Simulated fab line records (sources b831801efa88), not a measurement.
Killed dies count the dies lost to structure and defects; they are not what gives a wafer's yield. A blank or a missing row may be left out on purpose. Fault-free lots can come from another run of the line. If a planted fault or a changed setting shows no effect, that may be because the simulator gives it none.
A lot that was struck, set against a sound lot :: flow sky130 :: 43 steps out of a route of 708
Sound: the wafers L173.1, L173.2, L173.4. The struck wafers were L191.2, L191.3, L191.5. At the end, the cause is stated.
Each step with rows lists, per side, the tool, then ch with its chambers, then its first start. Under that, the readings that differ: sound wafers :: struck wafers :: difference of the means :: sigmas: that difference in standard deviations of wafers without a fault.
alike: same words and numbers on both sides, and readings whose means sit less than 2 such deviations apart. not compared: any withheld reading, any reading some wafer has no value for, any bound like >300 that may hide the same value, and any number with overlapping values for which the record gives no deviation.
The two part at a step that has a row with sigmas, a row that says differs or no value, or rows on one side only. Non-overlapping numbers with no deviation appear without sigmas and do not part them. Lack of a reading on every wafer of one side parts them only where that side has two or more wafers.

first, 4 steps without rows for these wafers: SKY_CONTACT_SOFTBAKE_10 (time 90 s); SKY_CONTACT_EXPOSE_11 (exposes mask CTM1, target cd 170 nm); SKY_CONTACT_PEB_12; SKY_CONTACT_DEVELOP_13 (develop time 60 s).
SKY_CONTACT_CD_MEAS_14: the cd target is 170 nm.
  struck on cdSem-01, day 37 17:32; sound on cdSem-01, day 31 18:11
  alike: cdNm
SKY_CONTACT_OVL_MEAS_15:
  struck on overlay-01, day 37 17:39; sound on overlay-01, day 31 18:18
  alike: CONTACT_OVL
then, 2 steps without rows for these wafers: SKY_CONTACT_ETCH_16 (etches BARC in N2/H2, stops on SiO2, time 45.9 s, target depth 60 nm); SKY_CONTACT_ETCH_17 (etches SiO2 in C4F8/O2/Ar, stops on Si3N4, target depth 340 nm).
SKY_CONTACT_ETCH_18: etches Si3N4 in CHF3/O2, stops on TiN, time 39 s, target depth 75 nm.
  sound: rieDiel-03 ch 0,1,3; struck: rieDiel-01 ch 0,1
reading: oesProductAu (a.u.)
sound: 0.849 0.847 0.860
struck: 0.864 0.861 0.878
difference: +0.016
sigmas: +2
  alike: drypumpMotorCurrentA, throttleValvePct
  not compared: rfHoursCounterH
then, 3 steps without rows for these wafers: SKY_CONTACT_STRIP_19 (strips in O2/N2); SKY_CONTACT_STRIP_20 (strips in post etch residue remover, time 1200 s); SKY_CONTACT_CLEAN_21 (cleans in IPA, time 180 s).
SKY_CONTACT_CLEAN_22: cleans in O3/DIW.
  sound on wetBench-02 ch 3, day 31 19:22; struck on wetBench-01 ch 1, day 37 18:21
SKY_CONTACT_SPUTTER_23: material TiN, target thk 20 nm, time 80 s.
  struck on pvdSputter-02, day 37 18:27; sound on pvdSputter-03, day 31 19:34
  alike: chamberPressurePa, throttleValvePct
then, 1 step without rows for these wafers: SKY_CONTACT_CVD_24 (deposits W, target thk 340 nm, time 102.12 s).
SKY_CONTACT_RS_MEAS_25: the measuring method here is four-point-probe.
  struck on filmMetro-01, day 37 18:38; sound on filmMetro-01, day 31 19:44
  alike: CONTACT_W_RS
SKY_CONTACT_THK_MEAS_26: measures by xrf.
  struck on filmMetro-01, day 37 18:45; sound on filmMetro-01, day 31 19:51
  alike: CONTACT_W_THK
then, 3 steps without rows for these wafers: SKY_CONTACT_CMP_27 (polishes, stops on SiO2, t overpolish 15 s, target thk 0 nm); SKY_METAL1_SPUTTER_00 (material Ti, target thk 15 nm, time 10 s); SKY_METAL1_SPUTTER_01 (material TiN, target thk 20 nm, time 16.7 s).
SKY_METAL1_SPUTTER_02: material AlCu, target thk 250 nm, time 13.3 s.
  struck on pvdSputter-03, day 37 19:09; sound on pvdSputter-04, day 31 20:16
  alike: chamberPressurePa, throttleValvePct
then, 2 steps without rows for these wafers: SKY_METAL1_SPUTTER_03 (material Ti, target thk 5 nm, time 3.3 s); SKY_METAL1_SPUTTER_04 (material TiN, target thk 70 nm, time 58.3 s).
SKY_METAL1_RS_MEAS_05: the measuring method here is four-point-probe.
  struck on filmMetro-03, day 37 19:16; sound on filmMetro-03, day 31 20:21
  alike: METAL1_ALCU_RS
SKY_METAL1_THK_MEAS_06: measures by xrf.
  struck on filmMetro-03, day 37 19:22; sound on filmMetro-03, day 31 20:28
  alike: METAL1_ALCU_THK
then, 8 steps without rows for these wafers: SKY_METAL1_DEHYDRATE_07 (time 60 s); SKY_METAL1_HMDS_08 (prime time 60 s); SKY_METAL1_COAT_09 (resist thk 60 nm); SKY_METAL1_COAT_10 (resist thk 450 nm); SKY_METAL1_SOFTBAKE_11 (time 90 s); SKY_METAL1_EXPOSE_12 (exposes mask MM1, target cd 140 nm); SKY_METAL1_PEB_13; SKY_METAL1_DEVELOP_14 (develop time 60 s).
SKY_METAL1_CD_MEAS_15: the cd target is 140 nm.
  struck on cdSem-01, day 38 20:10; sound on cdSem-01, day 32 23:11
  alike: cdNm
SKY_METAL1_OVL_MEAS_16:
  struck on overlay-01, day 38 20:17; sound on overlay-02, day 32 23:18
  alike: METAL1_OVL
then, 1 step without rows for these wafers: SKY_METAL1_DESCUM_17 (chemistry O2, time 8 s).
SKY_METAL1_ETCH_18: etches BARC in N2/H2, stops on SiO2, time 45.9 s, target depth 60 nm.
  sound on rieMetal-02 ch 0,1, day 32 23:22; struck on rieMetal-03 ch 0,1, day 38 20:20
  alike: drypumpMotorCurrentA, oesProductAu, throttleValvePct
  not compared: rfHoursCounterH
then, 1 step without rows for these wafers: SKY_METAL1_METAL_ETCH_19 (etches the open film in Cl2/BCl3, stops on SiO2, target depth 360 nm, time 78 s).
SKY_METAL1_STRIP_20: strips in O2/N2.
  sound on plasmaAsher-03 ch 0,1, day 32 23:31; struck on plasmaAsher-04 ch 0,1, day 38 20:29
  alike: drypumpMotorCurrentA, oesProductAu, stripTimeToEndpointS
  not compared: rfHoursCounterH
then, 3 steps without rows for these wafers: SKY_METAL1_STRIP_21 (strips in post etch residue remover, time 1200 s); SKY_METAL1_CLEAN_22 (cleans in IPA, time 180 s); SKY_METAL1_CLEAN_23 (cleans in O3/DIW).
-- the record jumps here: 11 days lie between the struck wafers' starts before and after (it left off in module METAL1 and takes up again in module PAD_OPEN, whose first step shown is number 708 of the route) --
SKY_PAD_OPEN_PROBE_99:
  rows exist in the record for the struck wafers here (prober-02, day 50 04:50), but not for the sound ones

## WHERE THEY PART
Last at SKY_PAD_OPEN_PROBE_99 as far as this record goes, first at SKY_CONTACT_ETCH_18.

WHY: what the simulator had put in
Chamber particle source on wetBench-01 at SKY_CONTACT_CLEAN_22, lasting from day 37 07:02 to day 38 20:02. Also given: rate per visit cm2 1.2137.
